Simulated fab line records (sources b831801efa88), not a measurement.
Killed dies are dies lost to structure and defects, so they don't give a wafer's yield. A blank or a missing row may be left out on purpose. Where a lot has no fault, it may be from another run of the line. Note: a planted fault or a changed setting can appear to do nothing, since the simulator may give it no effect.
Chamber matching :: flow sky130 :: 4 sister chambers for SKY_FIELD_ISO_ETCH_17 on rie si-02
The step etches Si in HBr/Cl2/O2, target depth 342 nm, time 97.7 s. 4 wafers are shown with their chamber, then 8 later ones without.

== WAFERS WITH THEIR CHAMBER ==
wafer: L223.2
chamber: 3
drypump motor current A (A): 5.3

wafer: L223.3
chamber: 2
drypump motor current A (A): 6.3

wafer: L226.4
chamber: 1
drypump motor current A (A): 6.0

wafer: L227.1
chamber: 0
drypump motor current A (A): 5.8

== WAFERS WITHOUT THEIR CHAMBER ==
wafer: L227.2
drypump motor current A (A): 6.0

wafer: L227.5
drypump motor current A (A): 5.3

wafer: L228.3
drypump motor current A (A): 6.0

wafer: L228.5
drypump motor current A (A): 5.8

wafer: L228.6
drypump motor current A (A): 6.0

wafer: L229.1
drypump motor current A (A): 6.4

wafer: L229.3
drypump motor current A (A): 5.8

wafer: L229.6
drypump motor current A (A): 6.0

== CHAMBER TAKEN BY EACH ==
wafer: L227.2
from the rows above: 1
in truth: 1

wafer: L227.5
from the rows above: 3
in truth: 3

wafer: L228.3
from the rows above: 1
in truth: 1

wafer: L228.5
from the rows above: 0
in truth: 0

wafer: L228.6
from the rows above: 1
in truth: 1

wafer: L229.1
from the rows above: 2
in truth: 2

wafer: L229.3
from the rows above: 0
in truth: 0

wafer: L229.6
from the rows above: 1
in truth: 1
8 of 8 placed correctly. Number that these rows cannot place: 0. Number placed wrongly: 0.
How it was worked out, from the rows above alone: a wafer's distance from a chamber is the root of the sum, over the readings, of the square of ((its reading less the chamber's mean) divided by the reading's scatter). If the next closest chamber is less than 2 further off than the closest, the wafer can't be placed; otherwise it belongs to the closest. Each chamber's mean is taken over the wafers shown for it. The scatter: root of mean squared gap, hidden wafer to nearest shown wafer, with one shown wafer a chamber.
